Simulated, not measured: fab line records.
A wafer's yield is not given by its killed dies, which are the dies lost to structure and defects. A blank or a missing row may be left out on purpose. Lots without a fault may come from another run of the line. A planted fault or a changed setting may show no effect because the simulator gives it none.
What tool caused it? -- flow sky130 -- 10 lots with 30 wafers sampled at 2 steps, on a route of 708 steps

WHAT EACH GAUGE READ, for each wafer
SKY_LI_CONTACT_THK_MEAS_01.
lot,measured,on,LI_CONTACT_HDPCVD_THK (nm)
L694,day 28 08:08,filmMetro-04,929 930 934
L695,day 28 22:23,filmMetro-02,925 924 930
L698,day 30 12:43,filmMetro-02,943 931 937
L704,day 32 01:40,filmMetro-02,928 934 938
L706,day 33 03:33,filmMetro-04,927 923 933
L707,day 33 08:01,filmMetro-01,936 930 940
L710,day 34 05:04,filmMetro-02,938 928 937
L711,day 34 09:26,filmMetro-02,933 945 937
L712,day 34 10:20,filmMetro-02,925 919 931
L714,day 35 07:29,filmMetro-02,919 915 918

TOOL THAT RAN EACH LOT (tool first, then ch and the chambers of the sampled wafers, then the start)
lot,SKY_SD_P_STRIP_10
L694,"plasmaAsher-02 ch 0,1, day 25 22:04"
L695,"plasmaAsher-01 ch 0,1, day 26 13:16"
L698,"plasmaAsher-02 ch 0,1, day 28 03:01"
L704,"plasmaAsher-01 ch 0,1, day 29 17:04"
L706,"plasmaAsher-01 ch 0,1, day 30 19:53"
L707,"plasmaAsher-01 ch 0,1, day 31 00:07"
L710,"plasmaAsher-04 ch 0,1, day 31 21:28"
L711,"plasmaAsher-02 ch 0,1, day 32 01:37"
L712,"plasmaAsher-04 ch 0,1, day 32 02:08"
L714,"plasmaAsher-04 ch 0,1, day 32 23:43"
- SKY_SD_P_STRIP_10: strips in O2/N2.

THE ANSWER, worked out from the rows above alone
Rule: the lots themselves supply what counts as usual. The widest of any qualifying gaps counts: lots, ordered by their means at a reading, are off when they make up no more than a third of the lots, leave a main group of 4 or more, and stand apart from it by 3 or more times the standard deviation of that group's means. The tables above print the reading to a certain number of digits; a main group whose means all agree to those digits is not used. Also off: a lot with no number at a reading for which 4 or more lots have one. Any other lot the step has rows for is counted as sound.
No lot is off on any of the readings shown, so nothing can be concluded from this.

WHAT THE SIMULATOR HAD PUT IN
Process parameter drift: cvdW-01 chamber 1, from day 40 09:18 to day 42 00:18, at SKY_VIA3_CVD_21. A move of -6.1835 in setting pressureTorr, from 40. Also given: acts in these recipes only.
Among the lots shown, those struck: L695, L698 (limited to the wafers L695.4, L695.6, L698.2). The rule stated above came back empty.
